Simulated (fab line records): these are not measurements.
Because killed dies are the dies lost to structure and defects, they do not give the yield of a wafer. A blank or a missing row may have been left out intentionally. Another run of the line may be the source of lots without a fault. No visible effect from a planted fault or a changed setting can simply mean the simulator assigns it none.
Which of the tools did it? ; flow sky130 ; Sampling: 6 lots, 18 wafers, 4 of 708 route steps

## WHAT EACH GAUGE READ, for each wafer
SKY_SD_N_OVL_MEAS_08.
lot;measured;on;SD_N_OVL (nm)
L512;day 28 17:11;overlay-02;-2.8 -2.1 -5.3
L516;day 30 03:02;overlay-02;-3.6 -2.6 -2.7
L520;day 31 18:42;overlay-02;-1.0 -0.2 -0.7
L522;day 32 05:04;overlay-02;-2.9 -0.3 -0.1
L533;day 35 08:37;overlay-02;-2.0 -1.7 -1.0

## WHAT TOOL EACH LOT RAN ON (gives the tool, then ch and the chambers of the sampled wafers, and finally the start)
lot;SKY_LDD_LDN_STRIP_12;SKY_POLY_CUT_ETCH_11;SKY_SD_N_SOFTBAKE_03
L512;plasmaAsher-02 ch 0,1, day 23 20:23;rieDiel-04 ch 0,1,2, day 25 03:58;lithoTrack-03 ch 0, day 28 03:00
L516;plasmaAsher-01 ch 0,1, day 25 06:06;rieDiel-02 ch 2,3, day 26 13:19;lithoTrack-01 ch 0, day 29 12:55
L520;plasmaAsher-02 ch 0,1, day 26 23:55;rieDiel-04 ch 1,2, day 28 05:34;lithoTrack-01 ch 0, day 31 05:20
L522;plasmaAsher-02 ch 0,1, day 27 10:43;rieDiel-04 ch 0,1, day 28 16:43;lithoTrack-03 ch 0, day 31 14:59
L531;plasmaAsher-03 ch 0,1, day 30 01:55;rieDiel-01 ch 0,1,3, day 31 07:04;-
L533;plasmaAsher-02 ch 0,1, day 30 18:24;rieDiel-02 ch 0,1,2, day 32 00:28;lithoTrack-03 ch 0, day 34 19:45
- SKY_LDD_LDN_STRIP_12: strips in O2/N2.
- SKY_POLY_CUT_ETCH_11: etches Si3N4 in CF4/CH2F2/Ar, stops on poly-Si, time 42.5 s, target depth 60 nm.
- SKY_SD_N_SOFTBAKE_03: time 61.49 s.

## THE ANSWER, worked out from the rows above alone
Rule: the lots themselves supply what counts as usual. The widest of any qualifying gaps counts: lots, ordered by their means at a reading, are off when they make up no more than a third of the lots, leave a main group of 4 or more, and stand apart from it by 3 or more times the standard deviation of that group's means. A main group whose means are all the same, to the digits that the tables above print for the reading, isn't used. Also off: a lot with no number at a reading for which 4 or more lots have one. Where the step has rows for the other lots, those lots are counted as sound.
Nothing can be told from this: no lot is off at any reading shown.

## WHAT THE SIMULATOR PUT IN
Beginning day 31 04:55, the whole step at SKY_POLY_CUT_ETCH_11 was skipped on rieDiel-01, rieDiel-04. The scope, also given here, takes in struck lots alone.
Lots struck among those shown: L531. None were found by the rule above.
